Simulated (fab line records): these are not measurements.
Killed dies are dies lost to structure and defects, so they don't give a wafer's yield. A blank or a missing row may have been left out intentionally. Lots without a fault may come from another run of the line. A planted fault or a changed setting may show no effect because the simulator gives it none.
Which tool is to blame? :: flow gf180mcu :: 39 wafers from 13 lots sampled at 5 of the route's 602 steps

== WHAT EACH GAUGE READ, for each wafer ==
GF_M4_RS_MEAS_05: measures by four-point-probe. Usual: M4_ALCU_RS typically reads 0.0693 ohm/sq, with standard deviation 0.00069.
lot: L298
measured: day 22 22:26
on: filmMetro-01
M4_ALCU_RS (ohm/sq): 0.0691 0.0690 0.0693
flag: 

lot: L301
measured: day 24 10:08
on: filmMetro-04
M4_ALCU_RS (ohm/sq): 0.0698 0.0698 0.0704
flag: 

lot: L303
measured: day 25 09:13
on: filmMetro-03
M4_ALCU_RS (ohm/sq): 0.0697 0.0701 0.0699
flag: 

lot: L305
measured: day 25 12:17
on: filmMetro-04
M4_ALCU_RS (ohm/sq): 0.0698 0.0702 0.0703
flag: 

lot: L304
measured: day 25 16:42
on: filmMetro-01
M4_ALCU_RS (ohm/sq): 0.0692 0.0698 0.0694
flag: 

lot: L306
measured: day 25 23:41
on: filmMetro-03
M4_ALCU_RS (ohm/sq): 0.0706 0.0708 0.0709
flag: 

lot: L307
measured: day 26 14:33
on: filmMetro-03
M4_ALCU_RS (ohm/sq): 0.0693 0.0691 0.0694
flag: 

lot: L309
measured: day 26 23:44
on: filmMetro-01
M4_ALCU_RS (ohm/sq): 0.0691 0.0678 0.0683
flag: 

lot: L314
measured: day 28 09:30
on: filmMetro-04
M4_ALCU_RS (ohm/sq): 0.0701 0.0693 0.0694
flag: 

lot: L313
measured: day 28 10:28
on: filmMetro-04
M4_ALCU_RS (ohm/sq): 0.0690 0.0692 0.0697
flag: 

lot: L316
measured: day 29 02:16
on: filmMetro-01
M4_ALCU_RS (ohm/sq): 0.0693 0.0694 0.0696
flag: 

lot: L318
measured: day 29 11:07
on: filmMetro-03
M4_ALCU_RS (ohm/sq): 0.0693 0.0691 0.0692
flag: 

lot: L319
measured: day 29 16:28
on: filmMetro-01
M4_ALCU_RS (ohm/sq): 0.0693 0.0695 0.0696
flag: 

GF_V4_THK_MEAS_01. Usual: V4_CVD_00_THK typically reads 602 nm, with standard deviation 5.1.
lot: L298
measured: day 23 22:40
on: filmMetro-01
V4_CVD_00_THK (nm): 607 605 609
flag: 

lot: L301
measured: day 25 09:01
on: filmMetro-01
V4_CVD_00_THK (nm): 601 604 608
flag: 

lot: L303
measured: day 26 07:13
on: filmMetro-02
V4_CVD_00_THK (nm): 604 604 609
flag: 

lot: L305
measured: day 26 09:58
on: filmMetro-02
V4_CVD_00_THK (nm): 601 599 602
flag: 

lot: L304
measured: day 26 14:51
on: filmMetro-04
V4_CVD_00_THK (nm): 600 606 604
flag: 

lot: L306
measured: day 26 21:53
on: filmMetro-04
V4_CVD_00_THK (nm): 597 597 606
flag: 

lot: L307
measured: day 27 12:25
on: filmMetro-01
V4_CVD_00_THK (nm): 596 611 612
flag: 

lot: L309
measured: day 27 21:00
on: filmMetro-01
V4_CVD_00_THK (nm): 600 599 603
flag: 

lot: L314
measured: day 29 05:30
on: filmMetro-01
V4_CVD_00_THK (nm): 595 600 599
flag: 

lot: L313
measured: day 29 06:12
on: filmMetro-04
V4_CVD_00_THK (nm): 588 596 602
flag: 

lot: L316
measured: day 29 22:55
on: filmMetro-01
V4_CVD_00_THK (nm): 616 603 600
flag: 

lot: L318
measured: day 30 06:46
on: filmMetro-04
V4_CVD_00_THK (nm): 900 901 600
flag: OFF

lot: L319
measured: day 30 12:29
on: filmMetro-02
V4_CVD_00_THK (nm): 589 606 900
flag: OFF

GF_V4_BOW_MEAS_05. Usual: V4_BOW typically reads 135 um, with standard deviation 8.1.
lot: L298
measured: day 23 23:09
on: filmMetro-02
V4_BOW (um): 147 130 141
flag: 

lot: L301
measured: day 25 09:39
on: filmMetro-01
V4_BOW (um): 143 127 147
flag: 

lot: L303
measured: day 26 07:43
on: filmMetro-04
V4_BOW (um): 128 140 137
flag: 

lot: L305
measured: day 26 10:28
on: filmMetro-04
V4_BOW (um): 138 138 134
flag: 

lot: L304
measured: day 26 15:20
on: filmMetro-01
V4_BOW (um): 142 135 132
flag: 

lot: L306
measured: day 26 22:23
on: filmMetro-01
V4_BOW (um): 151 144 143
flag: 

lot: L307
measured: day 27 12:55
on: filmMetro-02
V4_BOW (um): 141 140 131
flag: 

lot: L309
measured: day 27 21:31
on: filmMetro-02
V4_BOW (um): 126 133 140
flag: 

lot: L314
measured: day 29 05:59
on: filmMetro-01
V4_BOW (um): 147 143 131
flag: 

lot: L313
measured: day 29 06:41
on: filmMetro-02
V4_BOW (um): 144 134 130
flag: 

lot: L316
measured: day 29 23:26
on: filmMetro-02
V4_BOW (um): 133 137 136
flag: 

lot: L318
measured: day 30 07:16
on: filmMetro-04
V4_BOW (um): 153 143 136
flag: 

lot: L319
measured: day 30 13:11
on: filmMetro-04
V4_BOW (um): 134 130 152
flag: 

== WHAT TOOL EACH LOT RAN ON (gives the tool, then ch and the chambers of the sampled wafers, and finally the start) ==
lot: L298
GF_M4_SPUTTER_04: pvdSputter-03, day 22 22:23
GF_V4_CVD_00: hdpcvd-01 ch 0,1, day 23 22:35

lot: L301
GF_M4_SPUTTER_04: pvdSputter-03, day 24 10:04
GF_V4_CVD_00: hdpcvd-01 ch 0,1,2, day 25 08:56

lot: L303
GF_M4_SPUTTER_04: pvdSputter-03, day 25 09:10
GF_V4_CVD_00: hdpcvd-01 ch 0,1, day 26 07:08

lot: L305
GF_M4_SPUTTER_04: pvdSputter-04, day 25 12:13
GF_V4_CVD_00: hdpcvd-02 ch 0,1,2, day 26 09:52

lot: L304
GF_M4_SPUTTER_04: pvdSputter-03, day 25 16:40
GF_V4_CVD_00: hdpcvd-01 ch 0,2, day 26 14:47

lot: L306
GF_M4_SPUTTER_04: pvdSputter-03, day 25 23:39
GF_V4_CVD_00: hdpcvd-01 ch 0,1,2, day 26 21:49

lot: L307
GF_M4_SPUTTER_04: pvdSputter-01, day 26 14:31
GF_V4_CVD_00: hdpcvd-02 ch 0,1, day 27 12:21

lot: L309
GF_M4_SPUTTER_04: pvdSputter-01, day 26 23:39
GF_V4_CVD_00: hdpcvd-01 ch 0,1,2, day 27 20:55

lot: L314
GF_M4_SPUTTER_04: pvdSputter-03, day 28 09:28
GF_V4_CVD_00: hdpcvd-02 ch 0,1, day 29 05:25

lot: L313
GF_M4_SPUTTER_04: pvdSputter-03, day 28 10:25
GF_V4_CVD_00: hdpcvd-01 ch 1,2, day 29 06:07

lot: L316
GF_M4_SPUTTER_04: pvdSputter-01, day 29 02:10
GF_V4_CVD_00: hdpcvd-02 ch 0,1,2, day 29 22:50

lot: L318
GF_M4_SPUTTER_04: pvdSputter-04, day 29 11:04
GF_V4_CVD_00: hdpcvd-01 ch 0,2, day 30 06:41

lot: L319
GF_M4_SPUTTER_04: pvdSputter-03, day 29 16:23
GF_V4_CVD_00: hdpcvd-01 ch 0,1,2, day 30 12:23
- GF_M4_SPUTTER_04: material TiN, target thk 50 nm, time 41.7 s.
- GF_V4_CVD_00: deposits SiO2, target thk 600 nm, time 100 s.

== AS READ BY THE TOOLS THEMSELVES (means over the sampled wafers that have a number; for cases with no such wafer, the mark the record gives instead) ==
GF_M4_SPUTTER_04. Usual: throttleValvePct 30.1 %, standard deviation 1.
lot: L298
tool: pvdSputter-03
throttleValvePct (%): 29.3
flag: 

lot: L301
tool: pvdSputter-03
throttleValvePct (%): 30.0
flag: 

lot: L303
tool: pvdSputter-03
throttleValvePct (%): 30.5
flag: 

lot: L305
tool: pvdSputter-04
throttleValvePct (%): 30.3
flag: 

lot: L304
tool: pvdSputter-03
throttleValvePct (%): 29.6
flag: 

lot: L306
tool: pvdSputter-03
throttleValvePct (%): 30.6
flag: 

lot: L307
tool: pvdSputter-01
throttleValvePct (%): 30.7
flag: 

lot: L309
tool: pvdSputter-01
throttleValvePct (%): 30.7
flag: 

lot: L314
tool: pvdSputter-03
throttleValvePct (%): 31.1
flag: 

lot: L313
tool: pvdSputter-03
throttleValvePct (%): 30.4
flag: 

lot: L316
tool: pvdSputter-01
throttleValvePct (%): 30.6
flag: 

lot: L318
tool: pvdSputter-04
throttleValvePct (%): 30.1
flag: 

lot: L319
tool: pvdSputter-03
throttleValvePct (%): 31.3
flag: 

GF_V4_CVD_00. Usual: sih4FlowSccm 60.00 sccm, standard deviation 0.18.
lot: L298
tool: hdpcvd-01
sih4FlowSccm (sccm): 59.96
flag: 

lot: L301
tool: hdpcvd-01
sih4FlowSccm (sccm): 59.95
flag: 

lot: L303
tool: hdpcvd-01
sih4FlowSccm (sccm): 60.08
flag: 

lot: L305
tool: hdpcvd-02
sih4FlowSccm (sccm): 59.93
flag: 

lot: L304
tool: hdpcvd-01
sih4FlowSccm (sccm): 60.09
flag: 

lot: L306
tool: hdpcvd-01
sih4FlowSccm (sccm): 60.04
flag: 

lot: L307
tool: hdpcvd-02
sih4FlowSccm (sccm): 60.18
flag: 

lot: L309
tool: hdpcvd-01
sih4FlowSccm (sccm): 60.03
flag: 

lot: L314
tool: hdpcvd-02
sih4FlowSccm (sccm): 59.88
flag: 

lot: L313
tool: hdpcvd-01
sih4FlowSccm (sccm): 60.14
flag: 

lot: L316
tool: hdpcvd-02
sih4FlowSccm (sccm): 59.92
flag: 

lot: L318
tool: hdpcvd-01
sih4FlowSccm (sccm): 79.89
flag: OFF

lot: L319
tool: hdpcvd-01
sih4FlowSccm (sccm): 69.89
flag: OFF

== THE ANSWER, worked out from the rows above alone ==
Rule: a lot is off if the mean of its wafers that have a number lies more than 3 standard deviations from the usual mean. Also off: a lot with no number at a reading for which 4 or more lots have one. All remaining lots with rows at the step are treated as sound. After the gauges, taken in route order, come the tools' own readings; for these a lot's mean is taken, as printed above. The first step at which some lot is off is used, and at that step the reading that is off furthest; a lot without a number counts as furthest.
Off: at GF_V4_THK_MEAS_01 (V4_CVD_00_THK), L318, L319.
If a tool, at a process step before that reading, ran all the lots that are off and no sound lot after the first of them, it fits. Not tried: the gauges at GF_V4_THK_MEAS_01; whatever is off there is also off at GF_V4_CVD_00, on other tools, and gauge error can't account for it. One candidate fits, namely hdpcvd-01 at GF_V4_CVD_00. A fault onset in the window from L313 (day 29 06:07, its last sound lot) to L318 (day 30 06:41, its first lot off) fits.
On the lots that are off, the tool's own readings at GF_V4_CVD_00 differ by more than 5 times the standard deviation of the sound lots' means, which bears it out; sih4FlowSccm reads 74.89 sccm there versus 60.02 sccm on the sound lots.

== WHAT HAD BEEN PUT IN BY THE SIMULATOR ==
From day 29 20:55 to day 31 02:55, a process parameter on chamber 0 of hdpcvd-01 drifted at GF_V4_CVD_00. Setting sih4FlowSccm, moved by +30, from 60. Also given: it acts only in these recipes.
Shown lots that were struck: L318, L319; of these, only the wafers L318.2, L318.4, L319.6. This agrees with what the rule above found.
